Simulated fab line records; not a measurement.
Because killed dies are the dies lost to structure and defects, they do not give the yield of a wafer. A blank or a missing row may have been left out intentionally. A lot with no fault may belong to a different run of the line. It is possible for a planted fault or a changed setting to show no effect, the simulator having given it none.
Which of the tools did it? + flow sky130 + 12 lots (36 wafers sampled), 1 step of a 708-step route

== WHAT THE GAUGES READ, wafer by wafer ==
SKY_METAL1_CD_MEAS_15: the cd target is 140 nm.
| lot  | measured     | on        | cd_nm (nm)        |
|------|--------------|-----------|-------------------|
| L790 | day 34 03:10 | cd_sem-02 | 139.2 140.3 138.8 |
| L791 | day 34 06:54 | cd_sem-01 | 140.3 140.8 140.7 |
| L792 | day 34 11:13 | cd_sem-02 | 138.5 139.0 139.1 |
| L793 | day 35 06:04 | cd_sem-02 | 137.7 138.3 138.1 |
| L795 | day 35 12:35 | cd_sem-01 | 140.2 139.5 138.7 |
| L796 | day 35 17:01 | cd_sem-02 | 139.4 139.5 139.3 |
| L797 | day 36 14:18 | cd_sem-02 | 140.6 140.9 139.4 |
| L798 | day 36 15:56 | cd_sem-02 | 141.0 140.7 141.1 |
| L799 | day 36 19:25 | cd_sem-01 | 139.5 138.3 139.4 |
| L805 | day 38 18:59 | cd_sem-02 | 141.0 140.4 141.5 |
| L809 | day 39 19:46 | cd_sem-02 | 139.6 139.8 140.6 |
| L810 | day 39 23:36 | cd_sem-02 | 140.1 139.4 140.0 |

== WHICH TOOL RAN EACH LOT (tool, then ch and the chambers of the sampled wafers, then the start) ==
No process step before these readings appears in the record.

== AS READ BY THE TOOLS THEMSELVES (means over the sampled wafers that have a number; for cases with no such wafer, the mark the record gives instead) ==
The record holds no such reading with a usual standard deviation.

== THE ANSWER, worked out from the rows above alone ==
Rule: usual is defined by the lots themselves. The widest of any qualifying gaps counts: lots, ordered by their means at a reading, are off when they make up no more than a third of the lots, leave a main group of 4 or more, and stand apart from it by 3 or more times the standard deviation of that group's means. Not used: any main group whose means are identical at the precision the tables above print for the reading. Also off: a lot with no number at a reading for which 4 or more lots have one. The other lots that the step has rows for count as sound. Order of review: gauges by route order, followed by the tools' own readings, for which a lot's mean as printed above is used. At the first step where some lot is off, the reading lying furthest off is the one used; lots without a number count as furthest.
No lot is off on any of the readings shown, so nothing can be concluded from this.

== WHAT THE SIMULATOR HAD INSERTED ==
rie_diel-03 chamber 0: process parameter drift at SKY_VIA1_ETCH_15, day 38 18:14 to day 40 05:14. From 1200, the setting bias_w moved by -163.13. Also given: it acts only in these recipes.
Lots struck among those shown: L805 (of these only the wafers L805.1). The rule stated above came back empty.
